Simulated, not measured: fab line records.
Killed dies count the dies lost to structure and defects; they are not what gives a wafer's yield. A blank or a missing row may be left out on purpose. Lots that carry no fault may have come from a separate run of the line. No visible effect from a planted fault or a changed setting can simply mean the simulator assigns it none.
A lot that was struck, set against a sound lot + flow sfq-line + 14 steps out of a route of 325
Sound: wafers L195.2, L195.5, L195.6. Struck: wafer L188.6 (left out: L188.2, a lot-mate that was not struck); the cause follows at the end.
At each step with rows: each side's tool, then ch and its chambers, then its first start. Under that, the readings that differ: sound wafers + struck wafers + difference of the means + sigmas: that difference in standard deviations of wafers without a fault.
alike: a reading whose means differ by less than 2 such deviations, as well as words and numbers matching on both sides. not compared: withheld readings; readings where some wafer has no value; bounds like >300 that might hide an equal value; numbers whose values overlap and for which the record gives no deviation.
A row with sigmas, a row that says differs or no value, or rows on one side alone: a step with any of these is where the two part. Numbers that don't overlap but have no deviation are shown without sigmas and don't part them. A reading missing from all wafers of one side parts the sides only when that side holds two or more wafers.

first, 2 steps without rows for these wafers: SFQ_TRILAYER_I6_VIA_STRIP_SOLV_CLEAN_174 (cleans in NMP, time 600 s); SFQ_TRILAYER_M7_DEP_PRE_CLEAN_176 (time 22.5 s).
SFQ_TRILAYER_M7_DEP_SPUTTER_175: material Nb, target thk 200 nm, time 133.3 s.
  sound on pvd-sputter-04 at day 66 00:47; struck on pvd-sputter-06 at day 63 14:53
  alike: cathode-dc-power-W, throttle-valve-pct
SFQ_M7_RS_MEAS_943: measurement is done with a four-point probe.
  sound on film-metro-04 at day 66 00:53; struck on film-metro-04 at day 63 15:00
| reading           | sound             | struck | difference | sigmas |
|-------------------|-------------------|--------|------------|--------|
| M7_NB_RS (ohm/sq) | 0.873 0.876 0.861 | 0.902  | +0.032     | +3     |
then, 6 steps without rows for these wafers: SFQ_TRILAYER_M7_LITHO_COAT_182 (resist thk 62 nm); SFQ_TRILAYER_M7_LITHO_COAT_177 (resist thk 600 nm); SFQ_TRILAYER_M7_LITHO_SOFTBAKE_181; SFQ_TRILAYER_M7_LITHO_EXPOSE_178 (exposes mask M7, target cd 500 nm); SFQ_TRILAYER_M7_LITHO_PEB_180 (peb time 60 s); SFQ_TRILAYER_M7_LITHO_DEVELOP_179 (time 60 s).
-- the record jumps here: 4 days lie between the struck wafers' starts before and after --
SFQ_M7_OVL_MEAS_945:
  sound on overlay-01 at day 68 20:36; struck on overlay-02 at day 67 14:45
  alike: M7_OVL
SFQ_TRILAYER_M7_BARC_OPEN_METAL_ETCH_229: etches BARC in O2, target depth 125 nm, time 41.7 s.
  sound on rie-metal-04 ch 0,1, day 68 20:38; struck on rie-metal-03 ch 1, day 67 14:47
| reading                                             | sound           | struck | difference | sigmas |
|-----------------------------------------------------|-----------------|--------|------------|--------|
| model.KrF_of_TRILAYER_M7_LITHO_COAT_177.thk-nm (nm) | 521.5 523.8 521 | 504.1  | -18.0      |        |
  alike: chamber-pressure-mTorr, drypump-motor-current-A, he-backside-leak-sccm, oes-product-au
  not compared: rf-hours-counter-h
SFQ_TRILAYER_M7_ETCH_METAL_ETCH_180: etches Nb in Cl2/Ar, stops on SiO2, target depth 240 nm, time 120 s.
  sound on rie-metal-04 ch 0,1, day 68 20:41; struck on rie-metal-03 ch 1, day 67 14:50
| reading                                             | sound             | struck | difference | sigmas |
|-----------------------------------------------------|-------------------|--------|------------|--------|
| model.KrF_of_TRILAYER_M7_LITHO_COAT_177.thk-nm (nm) | 379.7 381.7 378.5 | 360.5  | -19.5      |        |
  alike: chamber-pressure-mTorr, drypump-motor-current-A, he-backside-leak-sccm, oes-product-au
  not compared: rf-hours-counter-h
SFQ_TRILAYER_M7_STRIP_STRIP_181: strips in O2.
  sound on rie-metal-04 ch 0,1, day 68 20:49; struck on rie-metal-03 ch 1, day 67 14:58
  alike: chamber-pressure-mTorr, drypump-motor-current-A, he-backside-leak-sccm, oes-product-au
  not compared: rf-hours-counter-h

## WHERE THEY PART
At SFQ_M7_RS_MEAS_943 and nowhere else, as far as this record goes. Later steps at which nothing parts them and some readings are alike: SFQ_M7_OVL_MEAS_945, SFQ_TRILAYER_M7_BARC_OPEN_METAL_ETCH_229, SFQ_TRILAYER_M7_ETCH_METAL_ETCH_180, SFQ_TRILAYER_M7_STRIP_STRIP_181.

WHY: what the simulator had put in
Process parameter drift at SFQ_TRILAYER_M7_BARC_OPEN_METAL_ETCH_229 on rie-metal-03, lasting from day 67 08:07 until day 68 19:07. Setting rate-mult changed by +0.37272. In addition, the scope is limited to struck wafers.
